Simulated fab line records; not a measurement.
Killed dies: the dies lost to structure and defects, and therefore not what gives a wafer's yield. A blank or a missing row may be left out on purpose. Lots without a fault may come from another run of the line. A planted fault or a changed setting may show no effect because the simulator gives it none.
fab line records -- flow gf180mcu
[record] lots = 7, wafers = 21, lastDay = 34
route steps=602 shown V4@500 MIM@503
lots with no fault: from the same line, run without faults
startH: hours from the record's first day to the start of the lot's first wafer shown -- waitH: time in hours since the lot's previous step -- " the same as in the row above -- L1.1+2: one row covering several wafers at once -- - value missing, or start not given -- * or withheld: withheld -- < > ~ a bound
route shown NAME@n: NAME is a module with steps in the file, n the number in the route of the first one -- usual: mean and standard deviation over wafers with no fault -- same: alike in all rows -- chamber/n: place in a boat -- sites: the reading at each site -- _std_site: the standard deviation of these -- _edge_site: outer sites' mean less inner sites' -- radiusMm: for every site, how far away it sits from the centre of the wafer -- mask NAME#n: copy n -- behind: tool/chamber where the wafer was last shaped -- hold: why the lot went on hold/how many hours it stayed there/how the hold came to an end -- device: the n, p or np transistor that did not switch -- end of line: at the end of the route, the tests of the same wafers -- where a step has no rows: the recipe by itself -- killed: dies that structure and defects cost at the first sort, which is not the same as the wafer's yield -- map: per-die view of a wafer (x killed, . not killed, _ where there is no die)
set.NAME: the setting as run; set.NAME@STEP: as run at that earlier step -- model.NAME: the simulator's own value behind a step, which no gauge read
lots seen at some steps along the route; tables by step, rows by wafer
services: when a tool's chamber went out of use (startH, in hours from the record's first day, below 0 if earlier), for how many hours, and the reason
[[steps]]
[step GF_V4_RS_MEAS_24]
[recipe] thkMeasGauge = four-point-probe, reads = W_of_V4_CVD_23+TiN_of_V4_SPUTTER_22+Ti_of_V4_SPUTTER_21
[usual] V4_W_RS = 0.326/0.0033
lot.wafer,tool,chamber,startH,waitH,V4_W_RS[ohm/sq]
L744.3,filmMetro-03,-,591.38,0.1,0.328
L744.4,filmMetro-03,-,591.38,0.1,0.326
L744.5,filmMetro-03,-,591.38,0.1,0.324
L746.3,filmMetro-01,-,607.25,0.1,0.328
L746.4,filmMetro-01,-,607.25,0.1,0.326
L746.5,filmMetro-01,-,607.25,0.1,0.331
L747.1,filmMetro-04,-,610.74,0.1,0.329
L747.3,filmMetro-04,-,610.74,0.1,0.332
L747.6,filmMetro-04,-,610.74,0.1,0.331
L748.4,filmMetro-03,-,611.65,0.1,0.324
L748.5,filmMetro-03,-,611.65,0.1,0.321
L748.6,filmMetro-03,-,611.65,0.1,0.323
L759.1,filmMetro-03,-,712.44,0.1,0.324
L759.3,filmMetro-03,-,712.44,0.1,0.326
L759.5,filmMetro-03,-,712.44,0.1,0.323
L764.2,filmMetro-01,-,719.84,0.1,0.330
L764.3,filmMetro-01,-,719.84,0.1,0.328
L764.4,filmMetro-01,-,719.84,0.1,0.328
L765.3,filmMetro-04,-,736.08,0.1,0.326
L765.5,filmMetro-04,-,736.08,0.1,0.328
L765.6,filmMetro-04,-,736.08,0.1,0.329
[step GF_V4_THK_MEAS_25]
[recipe] thkMeasGauge = xrf, reads = W_of_V4_CVD_23
[usual] V4_W_THK = 350/5
lot.wafer,tool,chamber,startH,waitH,V4_W_THK[nm]
L744.3,filmMetro-03,-,591.48,0.1,349
L744.4,filmMetro-03,-,591.48,0.1,348
L744.5,filmMetro-03,-,591.48,0.1,352
L746.3,filmMetro-01,-,607.35,0.1,343
L746.4,filmMetro-01,-,607.35,0.1,347
L746.5,filmMetro-01,-,607.35,0.1,341
L747.1,filmMetro-04,-,610.86,0.1,350
L747.3,filmMetro-04,-,610.86,0.1,347
L747.6,filmMetro-04,-,610.86,0.1,348
L748.4,filmMetro-03,-,611.74,0.1,351
L748.5,filmMetro-03,-,611.74,0.1,357
L748.6,filmMetro-03,-,611.74,0.1,354
L759.1,filmMetro-03,-,712.56,0.1,360
L759.3,filmMetro-03,-,712.56,0.1,355
L759.5,filmMetro-03,-,712.56,0.1,361
L764.2,filmMetro-01,-,719.95,0.1,343
L764.3,filmMetro-01,-,719.95,0.1,344
L764.4,filmMetro-01,-,719.95,0.1,345
L765.3,filmMetro-04,-,736.18,0.1,351
L765.5,filmMetro-04,-,736.18,0.1,344
L765.6,filmMetro-04,-,736.18,0.1,345
[step GF_V4_CMP_26]
[recipe] stopOn = SiO2, downForcePsi = 3.5, platenRpm = 60, tOverpolishS = 15, targetThkNm = 0, padVelocityMS = 0.94248
[step GF_MIM_SPUTTER_00]
[recipe] material = Ti, targetThkNm = 37.5, arrivingIonEnergyEv = 80, substrateTempC = 200, chamberPressurePa = 2, powerW = 4000, timeS = 150
[step GF_MIM_SPUTTER_01]
[recipe] material = TiN, targetThkNm = 30, powerW = 6500, timeS = 25, chamberPressurePa = 0.4
[usual] cathodeDcPowerW = 6500.1/1.1, chamberPressurePa = 0.4001/0.00089, throttleValvePct = 29.7/1.2
lot.wafer,tool,chamber,startH,waitH,cathodeDcPowerW,chamberPressurePa,throttleValvePct
L744.3,pvdSputter-01,-,591.92,0.1,6500.6,0.4007,30.5
L744.4,pvdSputter-01,-,591.92,0.1,6500.3,0.4012,29.0
L744.5,pvdSputter-01,-,591.92,0.1,6500.5,0.4010,29.5
L746.3,pvdSputter-01,-,607.79,0.1,6500.2,0.3997,30.6
L746.4,pvdSputter-01,-,607.79,0.1,6498.3,0.4016,28.3
L746.5,pvdSputter-01,-,607.79,0.1,6499.4,0.4015,29.3
L747.1,pvdSputter-03,-,611.33,0.1,6500.9,0.4016,28.2
L747.3,pvdSputter-03,-,611.33,0.1,6498.4,0.4006,31.1
L747.6,pvdSputter-03,-,611.33,0.1,6500.9,0.4005,28.7
L748.4,pvdSputter-02,-,612.26,0.1,6501.0,0.3995,28.7
L748.5,pvdSputter-02,-,612.26,0.1,6500.7,0.3993,31.0
L748.6,pvdSputter-02,-,612.26,0.1,6500.6,0.3997,30.2
L759.1,pvdSputter-01,-,713.02,0.1,6501.1,0.3995,29.2
L759.3,pvdSputter-01,-,713.02,0.1,6499.4,0.3988,28.2
L759.5,pvdSputter-01,-,713.02,0.1,6499.6,0.4001,31.0
L764.2,pvdSputter-02,-,720.40,0.1,6499.2,0.4006,29.9
L764.3,pvdSputter-02,-,720.40,0.1,6501.0,0.3995,32.1
L764.4,pvdSputter-02,-,720.40,0.1,6498.4,0.4019,31.2
L765.3,pvdSputter-02,-,736.62,0.1,6499.1,0.4004,30.3
L765.5,pvdSputter-02,-,736.62,0.1,6498.7,0.4006,28.9
L765.6,pvdSputter-02,-,736.62,0.1,6499.0,0.4007,30.2
[step GF_MIM_SPUTTER_02]
[recipe] material = AlCu, targetThkNm = 450, powerW = 10600, timeS = 23.9, chamberPressurePa = 0.4
[usual] cathodeDcPowerW = 10600/1.8, chamberPressurePa = 0.4000/0.0009, throttleValvePct = 29.8/1.2
lot.wafer,tool,chamber,startH,waitH,cathodeDcPowerW,chamberPressurePa,throttleValvePct
L744.3,pvdSputter-01,-,591.95,0.0,10601,0.4023,30.6
L744.4,pvdSputter-01,-,591.95,0.0,10600,0.4002,29.4
L744.5,pvdSputter-01,-,591.95,0.0,10597,0.4009,29.5
L746.3,pvdSputter-01,-,607.82,0.0,10602,0.3993,30.8
L746.4,pvdSputter-01,-,607.82,0.0,10600,0.4011,28.3
L746.5,pvdSputter-01,-,607.82,0.0,10598,0.4001,29.5
L747.1,pvdSputter-03,-,611.36,0.0,10600,0.3993,28.2
L747.3,pvdSputter-03,-,611.36,0.0,10598,0.3987,31.0
L747.6,pvdSputter-03,-,611.36,0.0,10600,0.4007,28.8
L748.4,pvdSputter-02,-,612.29,0.0,10597,0.3986,29.0
L748.5,pvdSputter-02,-,612.29,0.0,10599,0.3989,31.1
L748.6,pvdSputter-02,-,612.29,0.0,10600,0.4009,30.3
L759.1,pvdSputter-01,-,713.05,0.0,10598,0.4012,29.1
L759.3,pvdSputter-01,-,713.05,0.0,10602,0.4014,28.6
L759.5,pvdSputter-01,-,713.05,0.0,10598,0.4008,31.0
L764.2,pvdSputter-02,-,720.43,0.0,10602,0.4004,30.2
L764.3,pvdSputter-02,-,720.43,0.0,10602,0.4005,32.2
L764.4,pvdSputter-02,-,720.43,0.0,10601,0.3992,31.2
L765.3,pvdSputter-02,-,736.65,0.0,10598,0.3990,29.9
L765.5,pvdSputter-02,-,736.65,0.0,10602,0.4008,29.0
L765.6,pvdSputter-02,-,736.65,0.0,10601,0.3986,29.9
[step GF_MIM_SPUTTER_03]
[recipe] material = Ti, targetThkNm = 10, substrateTempC = 300, chamberPressurePa = 0.3, powerW = 3000, timeS = 6.7
[usual] cathodeDcPowerW = 3000.0/0.52, chamberPressurePa = 0.3000/0.00055, throttleValvePct = 29.8/1.2
lot.wafer,tool,chamber,startH,waitH,cathodeDcPowerW,chamberPressurePa,throttleValvePct
L744.3,pvdSputter-01,-,591.98,0.0,3000.3,0.2994,31.0
L744.4,pvdSputter-01,-,591.98,0.0,2999.9,0.2999,29.1
L744.5,pvdSputter-01,-,591.98,0.0,2999.9,0.2996,29.3
L746.3,pvdSputter-01,-,607.85,0.0,2999.3,0.3008,31.0
L746.4,pvdSputter-01,-,607.85,0.0,3000.4,0.3003,28.5
L746.5,pvdSputter-01,-,607.85,0.0,2999.8,0.2999,29.5
L747.1,pvdSputter-03,-,611.39,0.0,2999.9,0.3009,28.6
L747.3,pvdSputter-03,-,611.39,0.0,3000.1,0.3002,31.3
L747.6,pvdSputter-03,-,611.39,0.0,2999.4,0.3002,28.6
L748.4,pvdSputter-02,-,612.32,0.0,3000.4,0.3003,28.9
L748.5,pvdSputter-02,-,612.32,0.0,3000.2,0.2997,30.9
L748.6,pvdSputter-02,-,612.32,0.0,2999.6,0.2997,30.1
L759.1,pvdSputter-01,-,713.08,0.0,3000.6,0.2998,29.3
L759.3,pvdSputter-01,-,713.08,0.0,2999.8,0.2993,28.4
L759.5,pvdSputter-01,-,713.08,0.0,2999.2,0.2994,30.7
L764.2,pvdSputter-02,-,720.46,0.0,3001.3,0.3000,30.0
L764.3,pvdSputter-02,-,720.46,0.0,3000.3,0.3002,32.4
L764.4,pvdSputter-02,-,720.46,0.0,3000.6,0.3002,31.4
L765.3,pvdSputter-02,-,736.68,0.0,2999.2,0.2995,30.0
L765.5,pvdSputter-02,-,736.68,0.0,2999.8,0.2997,28.9
L765.6,pvdSputter-02,-,736.68,0.0,2999.6,0.2998,29.8
[step GF_MIM_SPUTTER_04]
[recipe] material = TiN, targetThkNm = 50, powerW = 6500, timeS = 41.7, chamberPressurePa = 0.4
[usual] cathodeDcPowerW = 6500.0/1.2, chamberPressurePa = 0.3999/0.00084, throttleValvePct = 29.7/1.2
lot.wafer,tool,chamber,startH,waitH,cathodeDcPowerW,chamberPressurePa,throttleValvePct
L744.3,pvdSputter-01,-,592.00,0.0,6498.8,0.3992,31.0
L744.4,pvdSputter-01,-,592.00,0.0,6500.4,0.3978,29.0
L744.5,pvdSputter-01,-,592.00,0.0,6500.8,0.3981,29.3
L746.3,pvdSputter-01,-,607.87,0.0,6499.9,0.4004,30.7
L746.4,pvdSputter-01,-,607.87,0.0,6499.7,0.3989,28.4
L746.5,pvdSputter-01,-,607.87,0.0,6498.0,0.3998,29.3
L747.1,pvdSputter-03,-,611.41,0.0,6500.8,0.4011,28.3
L747.3,pvdSputter-03,-,611.41,0.0,6498.4,0.3999,31.2
L747.6,pvdSputter-03,-,611.41,0.0,6499.8,0.3996,28.6
L748.4,pvdSputter-02,-,612.34,0.0,6500.1,0.3997,29.1
L748.5,pvdSputter-02,-,612.34,0.0,6500.0,0.4009,31.0
L748.6,pvdSputter-02,-,612.34,0.0,6499.2,0.4009,30.1
L759.1,pvdSputter-01,-,713.10,0.0,6500.3,0.3991,28.7
L759.3,pvdSputter-01,-,713.10,0.0,6500.3,0.4004,28.5
L759.5,pvdSputter-01,-,713.10,0.0,6499.6,0.3997,30.7
L764.2,pvdSputter-02,-,720.48,0.0,6500.4,0.4005,30.1
L764.3,pvdSputter-02,-,720.48,0.0,6498.6,0.3992,32.3
L764.4,pvdSputter-02,-,720.48,0.0,6500.5,0.3999,31.0
L765.3,pvdSputter-02,-,736.70,0.0,6499.2,0.3996,29.7
L765.5,pvdSputter-02,-,736.70,0.0,6499.3,0.3995,29.0
L765.6,pvdSputter-02,-,736.70,0.0,6500.1,0.3999,30.0
[step GF_MIM_CVD_05]
[recipe] material = Si3N4, targetThkNm = 42, tempMaxC = 400, tempC = 385, timeS = 29.086, rfW = 450
[step GF_MIM_THK_MEAS_06]
[recipe] reads = Si3N4_of_MIM_CVD_05
[usual] MIM_CVD_05_THK = 42.0/0.54
lot.wafer,tool,chamber,startH,waitH,MIM_CVD_05_THK[nm]
L744.3,filmMetro-02,-,592.09,0.0,41.5
L744.4,filmMetro-02,-,592.09,0.0,42.1
L744.5,filmMetro-02,-,592.09,0.0,42.1
L746.3,filmMetro-04,-,607.96,0.0,41.8
L746.4,filmMetro-04,-,607.96,0.0,42.1
L746.5,filmMetro-04,-,607.96,0.0,42.4
L747.1,filmMetro-04,-,611.48,0.0,42.1
L747.3,filmMetro-04,-,611.48,0.0,41.3
L747.6,filmMetro-04,-,611.48,0.0,42.8
L748.4,filmMetro-03,-,612.44,0.0,41.9
L748.5,filmMetro-03,-,612.44,0.0,42.2
L748.6,filmMetro-03,-,612.44,0.0,41.7
L759.1,filmMetro-03,-,713.19,0.0,41.2
L759.3,filmMetro-03,-,713.19,0.0,42.0
L759.5,filmMetro-03,-,713.19,0.0,41.8
L764.2,filmMetro-04,-,720.56,0.0,41.5
L764.3,filmMetro-04,-,720.56,0.0,41.4
L764.4,filmMetro-04,-,720.56,0.0,41.6
L765.3,filmMetro-03,-,736.79,0.0,41.5
L765.5,filmMetro-03,-,736.79,0.0,42.1
L765.6,filmMetro-03,-,736.79,0.0,42.1
[step GF_MIM_SPUTTER_07]
[recipe] material = TiN, targetThkNm = 60, powerW = 6500, timeS = 50, chamberPressurePa = 0.4
[step GF_MIM_SPUTTER_08]
[recipe] material = AlCu, targetThkNm = 200, powerW = 10600, timeS = 10.6, chamberPressurePa = 0.4
[usual] cathodeDcPowerW = 10600/1.9, chamberPressurePa = 0.4000/0.0008, throttleValvePct = 29.9/1.2
lot.wafer,tool,chamber,startH,waitH,cathodeDcPowerW,chamberPressurePa,throttleValvePct
L744.3,pvdSputter-03,-,592.18,0.0,10599,0.4015,31.2
L744.4,pvdSputter-03,-,592.18,0.0,10599,0.4005,30.4
L744.5,pvdSputter-03,-,592.18,0.0,10602,0.4013,30.2
L746.3,pvdSputter-02,-,608.04,0.0,10596,0.4009,28.9
L746.4,pvdSputter-02,-,608.04,0.0,10598,0.4011,31.0
L746.5,pvdSputter-02,-,608.04,0.0,10601,0.4016,30.9
L747.1,pvdSputter-01,-,611.58,0.0,10603,0.4014,29.1
L747.3,pvdSputter-01,-,611.58,0.0,10603,0.3996,30.8
L747.6,pvdSputter-01,-,611.58,0.0,10598,0.3994,28.6
L748.4,pvdSputter-01,-,612.52,0.0,10596,0.4005,28.6
L748.5,pvdSputter-01,-,612.52,0.0,10600,0.4004,29.1
L748.6,pvdSputter-01,-,612.52,0.0,10599,0.4004,29.3
L759.1,pvdSputter-02,-,713.29,0.0,10604,0.3992,30.0
L759.3,pvdSputter-02,-,713.29,0.0,10597,0.3991,28.8
L759.5,pvdSputter-02,-,713.29,0.0,10599,0.4001,30.9
L764.2,pvdSputter-03,-,720.66,0.0,10596,0.4000,28.4
L764.3,pvdSputter-03,-,720.66,0.0,10601,0.3998,31.2
L764.4,pvdSputter-03,-,720.66,0.0,10599,0.3993,28.8
L765.3,pvdSputter-03,-,736.87,0.0,10599,0.4011,28.4
L765.5,pvdSputter-03,-,736.87,0.0,10601,0.4018,30.9
L765.6,pvdSputter-03,-,736.87,0.0,10599,0.4006,28.9
[step GF_MIM_SPUTTER_09]
[recipe] material = TiN, targetThkNm = 35, powerW = 6500, timeS = 29.2, chamberPressurePa = 0.4
[usual] cathodeDcPowerW = 6500.1/1.3, chamberPressurePa = 0.4000/0.00078, throttleValvePct = 29.9/1.2
lot.wafer,tool,chamber,startH,waitH,cathodeDcPowerW,chamberPressurePa,throttleValvePct
L744.3,pvdSputter-03,-,592.20,0.0,6499.7,0.3993,31.0
L744.4,pvdSputter-03,-,592.20,0.0,6502.0,0.4006,30.5
L744.5,pvdSputter-03,-,592.20,0.0,6500.0,0.4001,30.7
L746.3,pvdSputter-02,-,608.07,0.0,-,-,-
L746.4,pvdSputter-02,-,608.07,0.0,-,-,-
L746.5,pvdSputter-02,-,608.07,0.0,-,-,-
L747.1,pvdSputter-01,-,611.61,0.0,-,-,-
L747.3,pvdSputter-01,-,611.61,0.0,-,-,-
L747.6,pvdSputter-01,-,611.61,0.0,-,-,-
L748.4,pvdSputter-01,-,612.54,0.0,-,-,-
L748.5,pvdSputter-01,-,612.54,0.0,-,-,-
L748.6,pvdSputter-01,-,612.54,0.0,-,-,-
L759.1,pvdSputter-02,-,713.31,0.0,6499.5,0.4002,30.3
L759.3,pvdSputter-02,-,713.31,0.0,6498.5,0.4001,28.5
L759.5,pvdSputter-02,-,713.31,0.0,6500.9,0.4007,31.1
L764.2,pvdSputter-03,-,720.68,0.0,6499.2,0.3994,28.3
L764.3,pvdSputter-03,-,720.68,0.0,6502.1,0.4003,31.1
L764.4,pvdSputter-03,-,720.68,0.0,6498.0,0.3987,28.5
L765.3,pvdSputter-03,-,736.90,0.0,6500.2,0.4000,28.3
L765.5,pvdSputter-03,-,736.90,0.0,6501.1,0.4006,31.3
L765.6,pvdSputter-03,-,736.90,0.0,6500.2,0.3991,28.3
[step GF_MIM_RS_MEAS_10]
[recipe] thkMeasGauge = four-point-probe, reads = TiN_of_MIM_SPUTTER_09+AlCu_of_MIM_SPUTTER_08+TiN_of_MIM_SPUTTER_07
[usual] MIM_ALCU_RS = 0.1601/0.0015
lot.wafer,tool,chamber,startH,waitH,MIM_ALCU_RS[ohm/sq]
L744.3,filmMetro-03,-,592.27,0.1,0.1615
L744.4,filmMetro-03,-,592.27,0.1,0.1603
L744.5,filmMetro-03,-,592.27,0.1,0.1601
L746.3,filmMetro-04,-,608.14,0.1,0.1637
L746.4,filmMetro-04,-,608.14,0.1,0.1622
L746.5,filmMetro-04,-,608.14,0.1,0.1631
L747.1,filmMetro-04,-,611.72,0.1,0.1632
L747.3,filmMetro-04,-,611.72,0.1,0.1630
L747.6,filmMetro-04,-,611.72,0.1,0.1623
L748.4,filmMetro-04,-,612.63,0.1,0.1626
L748.5,filmMetro-04,-,612.63,0.1,0.1632
L748.6,filmMetro-04,-,612.63,0.1,0.1620
L759.1,filmMetro-02,-,713.35,0.0,0.1598
L759.3,filmMetro-02,-,713.35,0.0,0.1587
L759.5,filmMetro-02,-,713.35,0.0,0.1593
L764.2,filmMetro-03,-,720.73,0.0,0.1588
L764.3,filmMetro-03,-,720.73,0.0,0.1600
L764.4,filmMetro-03,-,720.73,0.0,0.1605
L765.3,filmMetro-04,-,736.97,0.1,0.1574
L765.5,filmMetro-04,-,736.97,0.1,0.1568
L765.6,filmMetro-04,-,736.97,0.1,0.1577
[step GF_MIM_THK_MEAS_11]
[recipe] thkMeasGauge = xrf, reads = AlCu_of_MIM_SPUTTER_08
[usual] MIM_ALCU_THK = 200.5/2
lot.wafer,tool,chamber,startH,waitH,MIM_ALCU_THK[nm]
L744.3,filmMetro-03,-,592.37,0.1,199.2
L744.4,filmMetro-03,-,592.37,0.1,201.0
L744.5,filmMetro-03,-,592.37,0.1,200.2
L746.3,filmMetro-04,-,608.24,0.1,211.5
L746.4,filmMetro-04,-,608.24,0.1,212.3
L746.5,filmMetro-04,-,608.24,0.1,212.1
L747.1,filmMetro-04,-,611.84,0.1,211.9
L747.3,filmMetro-04,-,611.84,0.1,212.3
L747.6,filmMetro-04,-,611.84,0.1,213.1
L748.4,filmMetro-04,-,612.72,0.1,212.6
L748.5,filmMetro-04,-,612.72,0.1,212.8
L748.6,filmMetro-04,-,612.72,0.1,212.7
L759.1,filmMetro-02,-,713.47,0.1,200.7
L759.3,filmMetro-02,-,713.47,0.1,201.8
L759.5,filmMetro-02,-,713.47,0.1,201.3
L764.2,filmMetro-03,-,720.84,0.1,203.0
L764.3,filmMetro-03,-,720.84,0.1,201.3
L764.4,filmMetro-03,-,720.84,0.1,200.5
L765.3,filmMetro-04,-,737.07,0.1,203.1
L765.5,filmMetro-04,-,737.07,0.1,204.9
L765.6,filmMetro-04,-,737.07,0.1,204.8
[step GF_MIM_DEHYDRATE_12]
[recipe] tempC = 200, timeS = 60
[step GF_MIM_HMDS_13]
[recipe] primeTimeS = 60, primeTempC = 120
[step GF_MIM_COAT_14]
[recipe] resist = NOVOLAK, spinRpm = 3000, resistThkNm = 1000
[step GF_MIM_SOFTBAKE_15]
[recipe] tempC = 90, timeS = 60, resist = NOVOLAK
[step GF_MIM_EXPOSE_16]
[recipe] maskId = FuseTop, targetCdNm = 2000, na = 0.6, sourceShape = conventional, sigmaOuter = 0.6, doseMj = 140
[step GF_MIM_PEB_17]
[recipe] tempC = withheld, timeS = *, resist = NOVOLAK
[step GF_MIM_DEVELOP_18]
[recipe] developTimeS = 60, devTempC = 23
[step GF_MIM_METAL_ETCH_19]
[recipe] chemistry = Cl2/BCl3, maskMaterial = NOVOLAK, stopOn = Si3N4, targetDepthNm = 324.5, pressureMtorr = 8, icpW = 800, biasW = 140, Cl2_flow_sccm = 80, bcl3FlowSccm = 40, timeS = 54.1
[usual] drypumpMotorCurrentA = 5.84/0.22, oesProductAu = 0.941/0.0057, throttleValvePct = 28.283/0.0099
lot.wafer,tool,chamber,startH,waitH,drypumpMotorCurrentA,oesProductAu,rfHoursCounterH,throttleValvePct
L744.3,rieMetal-01,1,613.23,0.1,5.65,0.932,-,28.272
L744.4,rieMetal-01,0,613.23,0.1,5.45,0.947,-,28.284
L744.5,rieMetal-01,1,613.23,0.1,5.67,0.941,-,28.292
L746.3,rieMetal-02,1,629.02,0.1,5.89,0.983,-,28.226
L746.4,rieMetal-02,0,629.02,0.1,5.80,0.994,-,28.232
L746.5,rieMetal-02,0,629.02,0.1,5.78,0.985,-,28.246
L747.1,rieMetal-01,1,631.90,0.1,5.65,0.999,5,28.223
L747.3,rieMetal-01,1,631.90,0.1,5.66,0.990,-,28.240
L747.6,rieMetal-01,0,631.90,0.1,5.46,0.992,-,28.220
L748.4,rieMetal-02,1,633.27,0.1,5.93,0.990,-,28.213
L748.5,rieMetal-02,0,633.27,0.1,5.79,0.987,-,28.234
L748.6,rieMetal-02,1,633.27,0.1,5.92,0.988,-,28.237
L759.1,rieMetal-03,1,731.10,0.1,6.21,0.937,12,28.262
L759.3,rieMetal-03,0,731.10,0.1,5.83,0.932,-,28.273
L759.5,rieMetal-03,1,731.10,0.1,6.19,0.946,-,28.278
L764.2,rieMetal-02,1,738.40,0.1,5.92,0.941,9,28.268
L764.3,rieMetal-02,0,738.40,0.1,5.79,0.940,-,28.276
L764.4,rieMetal-02,1,738.40,0.1,5.90,0.938,-,28.298
L765.3,rieMetal-02,1,753.72,0.1,5.92,0.949,-,28.280
L765.5,rieMetal-02,1,753.72,0.1,5.91,0.949,-,28.265
L765.6,rieMetal-02,0,753.72,0.1,5.79,0.944,-,28.270
[step GF_MIM_STRIP_20]
[recipe] chemistry = O2/N2, powerW = 1400, pressureMtorr = 1500, platenTempC = 250, o2FlowSccm = 3000, n2FlowSccm = 300, overashFraction = 0.5
[[services]]
tool,chamber,startH,hours,kind
rieMetal-02,-,606.92,2.8,pm
rieMetal-03,-,609.05,1.4,pm
rieMetal-02,-,622.10,1.4,pm
rieMetal-03,0,628.27,-,clean
rieMetal-03,0,628.27,14.7,scheduledDown
rieMetal-03,0,628.27,14.7,ventCycle
pvdSputter-02,3,651.10,-,consumableReplace:kit
pvdSputter-02,3,651.10,18.0,scheduledDown
pvdSputter-02,3,651.10,18.0,ventCycle
rieMetal-01,0,666.75,-,clean
rieMetal-01,0,666.75,20.7,scheduledDown
rieMetal-01,0,666.75,20.7,ventCycle
pvdSputter-01,-,694.41,2.4,repair
pvdSputter-03,1,697.06,-,consumableReplace:kit
pvdSputter-03,1,697.06,18.0,scheduledDown
pvdSputter-03,1,697.06,18.0,ventCycle
rieMetal-01,-,698.23,2.8,pm
pvdSputter-01,3,713.14,-,consumableReplace:kit
pvdSputter-01,3,713.14,18.0,scheduledDown
pvdSputter-01,3,713.14,18.0,ventCycle
pvdSputter-02,2,737.75,-,consumableReplace:kit
pvdSputter-02,2,737.75,18.0,scheduledDown
pvdSputter-02,2,737.75,18.0,ventCycle
rieMetal-01,-,747.41,14.6,pm
[[key]]
[firstSign] step = GF_MIM_SPUTTER_09, reading = toolRecord, direction = missing
[effect] step = GF_MIM_RS_MEAS_10, reading = MIM_ALCU_RS, direction = up, sigmas = 1.8, usual = 0.1601, struck = 0.1628
[effect] step = GF_MIM_THK_MEAS_11, reading = MIM_ALCU_THK, direction = up, sigmas = 5.9, usual = 200.5, struck = 212.4
[effect] step = GF_MIM_METAL_ETCH_19, reading = oesProductAu, direction = up, sigmas = 8.5, usual = 0.941, struck = 0.990
metAt GF_MIM_SPUTTER_09
struckWafers L746.3,L746.4,L746.5,L747.1,L747.3,L747.6,L748.4,L748.5,L748.6
[fault] kind = skippedStepWhole, tool = pvdSputter-01,pvdSputter-02, chamber = -, onsetH = 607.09, steps = GF_MIM_SPUTTER_09, scope = struckLotsOnly
